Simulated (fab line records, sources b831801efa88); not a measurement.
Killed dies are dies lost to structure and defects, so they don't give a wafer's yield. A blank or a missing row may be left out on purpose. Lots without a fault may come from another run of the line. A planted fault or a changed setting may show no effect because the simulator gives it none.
Chamber matching | flow sky130 | SKY_CONTACT_ETCH_17 on rie_diel-04: 4 sister chambers
The step etches SiO2 in C4F8/O2/Ar, stops on Si3N4, target depth 340 nm. 14 wafers are shown with their chamber, then 7 later ones without.

WAFERS WITH THEIR CHAMBER
wafer  | chamber | oes_product_au (a.u.)
L319.1 | 0       | 0.895
L319.2 | 2       | 0.896
L319.5 | 0       | 0.901
L321.1 | 1       | 0.888
L321.5 | 0       | 0.895
L321.6 | 3       | 0.894
L322.1 | 2       | 0.892
L322.3 | 1       | 0.892
L322.5 | 0       | 0.889
L332.1 | 3       | 0.892
L332.2 | 1       | 0.894
L332.3 | 0       | 0.884
L333.1 | 3       | 0.904
L333.3 | 1       | 0.883

SIGNATURES (means of the wafers above)
reading        | chamber 0 | chamber 1 | chamber 2 | chamber 3 | scatter within a chamber
oes_product_au | 0.89280   | 0.88925   | 0.89400   | 0.89667   | 0.00575
Rule: a wafer's distance from a chamber is the root of the sum, over the readings, of the square of ((its reading less the chamber's mean) divided by the reading's scatter). The wafer belongs to the nearest chamber; if the next one is less than 2 further off, it can't be placed. The scatter: the root of (the sum of the squares of (reading less its chamber's mean) over the shown wafers, divided by (wafers less chambers)).

WAFERS WITHOUT THEIR CHAMBER
wafer  | oes_product_au (a.u.)
L333.6 | 0.887
L335.1 | 0.898
L335.3 | 0.893
L335.6 | 0.891
L341.1 | 0.889
L341.3 | 0.886
L341.6 | 0.888

WHICH CHAMBER EACH WENT THROUGH
wafer  | from the rows above               | in truth
L333.6 | can't be placed: 1 or 0 or 2 or 3 | 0
L335.1 | can't be placed: 3 or 2 or 0 or 1 | 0
L335.3 | can't be placed: 0 or 2 or 3 or 1 | 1
L335.6 | can't be placed: 1 or 0 or 2 or 3 | 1
L341.1 | can't be placed: 1 or 0 or 2 or 3 | 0
L341.3 | can't be placed: 1 or 0 or 2 or 3 | 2
L341.6 | can't be placed: 1 or 0 or 2 or 3 | 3
Placed correctly: 0 of 7. Can't be placed from these rows: 7 (the true chamber is among the candidates in 7). Placed wrongly: 0.
